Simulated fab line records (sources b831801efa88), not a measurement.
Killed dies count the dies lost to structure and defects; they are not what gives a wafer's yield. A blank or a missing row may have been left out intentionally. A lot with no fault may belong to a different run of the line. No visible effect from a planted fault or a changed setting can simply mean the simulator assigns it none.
A lot that was struck, set against a sound lot || flow sfq_line || 22 steps out of a route of 325
Sound: the wafers L850.2, L850.4, L850.6. Wafers L860.4, L860.5, L860.6 were the ones struck. At the end, the cause is stated.
Per side, at each step with rows, come the tool, then ch with its chambers, and then its first start. Under that, the readings that differ: sound wafers || struck wafers || difference of the means || sigmas: that difference in standard deviations of wafers without a fault.
alike: a reading whose means differ by less than 2 such deviations, as well as words and numbers matching on both sides. not compared: withheld readings; readings where some wafer has no value; bounds like >300 that might hide an equal value; numbers whose values overlap and for which the record gives no deviation.
The two part at a step that has a row with sigmas, a row that says differs or no value, or rows on one side only. When numbers do not overlap yet have no deviation, they are printed without sigmas and do not part them. A reading that every wafer of one side lacks parts them only if that side has two wafers or more.

first, 6 steps without rows for these wafers: SFQ_TRILAYER_JJ_CE_LITHO_COAT_119 (resist thk 62 nm); SFQ_TRILAYER_JJ_CE_LITHO_COAT_114 (resist thk 600 nm); SFQ_TRILAYER_JJ_CE_LITHO_SOFTBAKE_118; SFQ_TRILAYER_JJ_CE_LITHO_EXPOSE_115 (exposes mask J5, target cd 700 nm); SFQ_TRILAYER_JJ_CE_LITHO_PEB_117 (peb time 60 s); SFQ_TRILAYER_JJ_CE_LITHO_DEVELOP_116 (time 60 s).
SFQ_JJ_OVL_MEAS_931:
  sound: overlay-01 at day 65 07:16; struck: overlay-02 at day 69 18:14
  alike: J5_OVL
SFQ_TRILAYER_JJ_CE_METRO_MEASURE_117:
  sound: cd_sem-01 at day 65 07:30; struck: cd_sem-02 at day 69 18:51
  alike: cd_nm
SFQ_TRILAYER_JJ_CE_BARC_OPEN_RIE_150: chemistry O2, target BARC, target depth 240 nm, time 80 s.
  sound on rie_metal-03 ch 0, day 65 08:30; struck on rie_metal-03 ch 0,1, day 69 19:29
  alike: drypump_motor_current_A, oes_product_au
  not compared: rf_hours_counter_h
SFQ_TRILAYER_JJ_CE_ETCH_RIE_118: chemistry SF6, target Nb, stops on Al2O3, time 97.7 s, target depth 170 nm.
  sound on rie_metal-03 ch 0, day 65 08:36; struck on rie_metal-03 ch 0,1, day 69 19:35
  alike: drypump_motor_current_A, oes_product_au
  not compared: rf_hours_counter_h
then, 1 step without rows for these wafers: SFQ_TRILAYER_JJ_ANODIZE_ANODIZE_119.
SFQ_TRILAYER_JJ_CE_STRIP_STRIP_120: strips in O2.
  sound on rie_metal-02 ch 0,1, day 65 09:12; struck on rie_metal-01 ch 1, day 69 20:45
  no value came back on the struck wafers for chamber_pressure_mTorr (mTorr), drypump_motor_current_A (A), oes_product_au (a.u.); on the sound wafers chamber_pressure_mTorr (mTorr) reads 49.95 50.00 49.95
{"reading": "model.KrF_of_TRILAYER_JJ_CE_LITHO_COAT_114.thk_nm (nm)", "sound": "0 0 0", "struck": "477.2 478.1 474.4", "difference": "+476.6", "sigmas": ""}
{"reading": "model.BARC_of_TRILAYER_JJ_CE_LITHO_COAT_119.thk_nm (nm)", "sound": "0 0 0", "struck": "61.79 61.81 61.85", "difference": "+61.82", "sigmas": ""}
  not compared: rf_hours_counter_h
then, 7 steps without rows for these wafers: SFQ_TRILAYER_JJ_CE_STRIP_SOLV_CLEAN_121 (cleans in NMP, time 600 s); SFQ_TRILAYER_M5_LITHO_COAT_128 (resist thk 62 nm); SFQ_TRILAYER_M5_LITHO_COAT_123 (resist thk 600 nm); SFQ_TRILAYER_M5_LITHO_SOFTBAKE_127; SFQ_TRILAYER_M5_LITHO_EXPOSE_124 (exposes mask M5, target cd 700 nm); SFQ_TRILAYER_M5_LITHO_PEB_126 (peb time 60 s); SFQ_TRILAYER_M5_LITHO_DEVELOP_125 (time 60 s).
-- the record jumps here: 4 days lie between the struck wafers' starts before and after --
SFQ_M5_OVL_MEAS_932:
  sound: overlay-01 at day 69 23:01; struck: overlay-01 at day 74 03:48
  alike: M5_OVL
SFQ_TRILAYER_M5_BARC_OPEN_METAL_ETCH_161: etches BARC in O2, target depth 125 nm, time 41.7 s.
  sound on rie_metal-04 ch 0, day 69 23:03; struck on rie_metal-01 ch 0,1, day 74 03:50
{"reading": "oes_product_au (a.u.)", "sound": "0.689 0.682 0.684", "struck": "0.992 0.995 1.021", "difference": "+0.318", "sigmas": "+72"}
{"reading": "model.etch.depth_nm (nm)", "sound": "61.82 62.02 61.8", "struck": "124.7 124.2 129.6", "difference": "+64.3", "sigmas": ""}
  alike: drypump_motor_current_A
  not compared: rf_hours_counter_h
SFQ_TRILAYER_M5_ETCH_METAL_ETCH_126: etches Nb in Cl2/BCl3, stops on SiO2, time 203.2 s, target depth 265 nm.
  sound on rie_metal-04 ch 0, day 69 23:07; struck on rie_metal-01 ch 0,1, day 74 03:56
  alike: drypump_motor_current_A, oes_product_au
  not compared: rf_hours_counter_h

== WHERE THEY PART ==
Earliest at SFQ_TRILAYER_JJ_CE_STRIP_STRIP_120; latest, in this record, at SFQ_TRILAYER_M5_BARC_OPEN_METAL_ETCH_161. Later steps at which nothing parts them and some readings are alike: SFQ_TRILAYER_M5_ETCH_METAL_ETCH_126.

WHY: what had been put in by the simulator
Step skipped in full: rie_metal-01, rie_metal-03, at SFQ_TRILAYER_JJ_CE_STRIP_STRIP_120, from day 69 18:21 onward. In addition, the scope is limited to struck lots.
